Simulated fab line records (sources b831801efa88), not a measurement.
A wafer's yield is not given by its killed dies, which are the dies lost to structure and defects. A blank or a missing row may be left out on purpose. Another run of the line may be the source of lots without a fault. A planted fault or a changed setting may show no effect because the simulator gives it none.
What tool caused it?	flow sfq line	14 lots with 42 wafers sampled at 2 steps, on a route of 325 steps

## WHAT EACH GAUGE READ, for each wafer
No reading from a measuring or inspecting step in the record can be judged against a usual standard deviation.

## EACH LOT AND THE TOOL THAT RAN IT (in order: tool; ch and the chambers of the sampled wafers; start)
lot	SFQ_TRILAYER_I6_DEP_PECVD_165	SFQ_TRILAYER_I6_CMP_CMP_166
L629	pecvd-03 ch 0,1, day 61 11:35	cmp-01 ch 0,1,3, day 61 15:35
L630	pecvd-04 ch 0,1, day 61 16:23	cmp-02 ch 0,1,3, day 61 16:28
L632	pecvd-03 ch 0,2, day 61 22:38	cmp-02 ch 0,3, day 61 22:43
L633	pecvd-04 ch 0,1,2, day 62 00:49	cmp-01 ch 0,1,2, day 62 02:22
L634	pecvd-01 ch 2, day 62 03:26	cmp-02 ch 0,1,2, day 62 04:04
L638	pecvd-01 ch 0,1,2, day 69 20:39	cmp-01 ch 1,2,3, day 69 21:14
L639	pecvd-04 ch 0,1,2, day 69 23:03	cmp-02 ch 0,2,3, day 69 23:38
L640	pecvd-03 ch 0,1,2, day 70 02:41	cmp-01 ch 0,1,2, day 70 04:14
L641	pecvd-03 ch 1,2, day 71 17:09	cmp-02 ch 0,1,3, day 71 18:14
L642	pecvd-04 ch 0,1,2, day 71 19:34	cmp-01 ch 0,1,2, day 71 19:39
L643	pecvd-01 ch 0,1,2, day 73 05:28	cmp-02 ch 0,3, day 73 06:01
L644	pecvd-03 ch 0,1,2, day 73 20:45	cmp-02 ch 1,3, day 73 21:20
L648	pecvd-03 ch 0,2, day 74 17:40	cmp-01 ch 0,1, day 74 17:50
L652	pecvd-03 ch 1,2, day 76 04:05	cmp-01 ch 0,1,2, day 76 04:09
- SFQ_TRILAYER_I6_DEP_PECVD_165: deposits SiO2 from SiH4/N2O, time 111.11 s, target thk 500 nm.
- SFQ_TRILAYER_I6_CMP_CMP_166: polishes SiO2.

## WHAT THE TOOLS THEMSELVES READ (means of the sampled wafers that have a number; where no wafer has one, the mark that the record gives instead)
SFQ_TRILAYER_I6_DEP_PECVD_165. Usual: chamber pressure Torr 2.400 Torr, standard deviation 0.0055; heater power w 82 W, standard deviation 17; rf fwd power W 182.5 W, standard deviation 0.58; showerhead vpp V 823 V, standard deviation 32; throttle valve pct 24.0 %, standard deviation 1.1.
lot	tool	chamber pressure Torr (Torr)	heater power w (W)	rf fwd power W (W)	showerhead vpp V (V)	throttle valve pct (%)	flag
L629	pecvd-03	2.401	68	183.0	814	22.9	
L630	pecvd-04	2.400	79	182.8	881	23.9	
L632	pecvd-03	2.395	56	182.4	829	23.0	
L633	pecvd-04	2.406	93	182.2	852	23.9	
L634	pecvd-01	2.394	78	182.0	796	25.4	
L638	pecvd-01	2.398	83	182.2	829	25.9	
L639	pecvd-04	2.396	95	183.3	847	24.4	
L640	pecvd-03	2.402	73	182.1	807	23.1	
L641	pecvd-03	2.401	72	183.1	783	23.4	
L642	pecvd-04	2.403	94	182.7	850	24.6	
L643	pecvd-01	2.398	87	182.6	821	23.4	
L644	pecvd-03	2.396	69	182.6	804	23.2	
L648	pecvd-03	2.404	93	108.7	637	23.6	OFF
L652	pecvd-03	2.394	104	109.3	609	23.5	OFF

SFQ_TRILAYER_I6_CMP_CMP_166. Usual: motor current A 10.0 A, standard deviation 0.87; retaining ring pressure frac 1.000, standard deviation 0.0048; time to endpoint s 214 s, standard deviation 9.1.
lot	tool	motor current A (A)	retaining ring pressure frac	time to endpoint s (s)	flag
L629	cmp-01	10.5	1.000	216	
L630	cmp-02	9.2	1.003	225	
L632	cmp-02	9.5	0.999	216	
L633	cmp-01	10.5	1.000	209	
L634	cmp-02	9.7	1.001	216	
L638	cmp-01	10.7	0.998	211	
L639	cmp-02	9.7	0.994	213	
L640	cmp-01	10.2	0.999	212	
L641	cmp-02	9.4	1.001	230	
L642	cmp-01	10.7	1.001	213	
L643	cmp-02	9.6	1.002	211	
L644	cmp-02	9.8	0.999	224	
L648	cmp-01	10.8	1.002	153	OFF
L652	cmp-01	10.5	0.997	155	OFF

## THE ANSWER, worked out from the rows above alone
Rule: lot off if the mean of its wafers having a number is beyond 3 standard deviations from the usual mean. A lot without any number at a reading at which 4 lots or more have one is off too. Where the step has rows for the other lots, those lots are counted as sound. After the gauges, taken in route order, come the tools' own readings; for these a lot's mean is taken, as printed above. The first step at which some lot is off is used, and at that step the reading that is off furthest; a lot without a number counts as furthest.
Off: L648, L652, at SFQ_TRILAYER_I6_DEP_PECVD_165 (rf fwd power W).
If a tool, at that step or one of the process steps before it, ran each lot that is off and ran no sound lot following the first of them, it fits. One fits: pecvd-03 at SFQ_TRILAYER_I6_DEP_PECVD_165. A fault onset in the window from L644 (day 73 20:45, its last sound lot) to L648 (day 74 17:40, its first lot off) fits.
The tool's own readings at SFQ_TRILAYER_I6_DEP_PECVD_165 bear it out: on the lots that are off they differ by more than 5 times the standard deviation of the sound lots' means. rf fwd power W reads 109.0 W there against 182.6 W on the sound lots; showerhead vpp V reads 623 V there against 826 V on the sound lots.

## WHAT THE SIMULATOR HAD INSERTED
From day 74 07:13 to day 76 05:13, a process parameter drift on pecvd-03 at SFQ_TRILAYER_I6_DEP_PECVD_165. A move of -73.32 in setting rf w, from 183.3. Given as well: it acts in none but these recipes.
Lots struck among those shown: L648, L652. The same result came from the rule above.
